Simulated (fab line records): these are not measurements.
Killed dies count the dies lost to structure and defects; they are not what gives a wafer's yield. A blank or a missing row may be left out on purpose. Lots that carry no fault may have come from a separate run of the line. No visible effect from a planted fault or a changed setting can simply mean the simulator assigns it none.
Matching of chambers | flow gf180mcu | cmp-02 running GF_CONTACT_CMP_04: 4 sister chambers
The step polishes SiO2. 4 wafers are shown with their chamber, then 7 later ones without.

== WAFERS, EACH WITH ITS CHAMBER ==
wafer  | chamber | motorCurrentA (A)
L627.2 | 2       | 12.7
L636.1 | 1       | 13.6
L638.2 | 0       | 12.4
L638.4 | 3       | 12.0

== WAFERS WHOSE CHAMBER IS MISSING ==
wafer  | motorCurrentA (A)
L638.6 | 13.8
L639.2 | 12.1
L639.4 | 14.1
L639.6 | 13.2
L640.3 | 13.8
L640.5 | 13.5
L640.6 | 12.9

== EACH ONE'S CHAMBER ==
wafer  | from the rows above          | in truth
L638.6 | 1                            | 1
L639.2 | can't be placed: 3 or 0 or 2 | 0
L639.4 | 1                            | 1
L639.6 | can't be placed: 1 or 2 or 0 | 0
L640.3 | 1                            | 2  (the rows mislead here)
L640.5 | 1                            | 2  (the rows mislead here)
L640.6 | can't be placed: 2 or 0 or 1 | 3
Placed correctly: 2 of 7. Unplaceable from these rows: 3, with the true chamber sitting among the candidates in 2. Wrongly placed: 2.
How it was worked out, from the rows above alone: a wafer's distance from a chamber is the root of the sum, over the readings, of the square of ((its reading less the chamber's mean) divided by the reading's scatter). If the next closest chamber is less than 2 further off than the closest, the wafer can't be placed; otherwise it belongs to the closest. A chamber's mean is the mean of its shown wafers. The scatter: with one shown wafer a chamber, the root of the mean of the squares of how far each hidden wafer lies from its nearest shown one.
